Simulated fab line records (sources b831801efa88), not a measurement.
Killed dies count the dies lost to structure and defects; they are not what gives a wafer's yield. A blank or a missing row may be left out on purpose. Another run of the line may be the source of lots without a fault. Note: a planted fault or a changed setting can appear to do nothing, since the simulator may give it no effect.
Chamber matching    flow gf180mcu    GF_V1_ETCH_16 on rie_diel-03: 4 sister chambers
The step etches BARC in N2/H2. 4 wafers are shown with their chamber, then 8 later ones without.

## WAFERS PAIRED WITH THEIR CHAMBERS
wafer   chamber  drypump_motor_current_A (A)
L140.4  1        5.1
L149.1  0        6.5
L149.3  2        5.7
L150.2  3        5.1

## WAFERS MISSING THEIR CHAMBER
wafer   drypump_motor_current_A (A)
L150.4  6.5
L150.5  5.1
L153.1  5.1
L153.2  5.6
L153.4  6.5
L154.1  5.1
L154.2  5.1
L154.3  6.5

## CHAMBER TAKEN BY EACH
wafer   from the rows above      in truth
L150.4  0                        0
L150.5  can't be placed: 1 or 3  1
L153.1  can't be placed: 1 or 3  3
L153.2  2                        2
L153.4  0                        0
L154.1  can't be placed: 1 or 3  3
L154.2  can't be placed: 1 or 3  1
L154.3  0                        0
Correctly placed: 4 of 8. These rows do not allow placing 4 (true chamber among the candidates in 4). Wrongly placed: 0.
How it was worked out, from the rows above alone: a wafer's distance from a chamber is the root of the sum, over the readings, of the square of ((its reading less the chamber's mean) divided by the reading's scatter). The wafer belongs to the nearest chamber; if the next one is less than 2 further off, it can't be placed. Each chamber's mean is taken over the wafers shown for it. The scatter (one wafer shown for each chamber): square how far every hidden wafer sits from the nearest shown wafer, average those squares and take the square root.
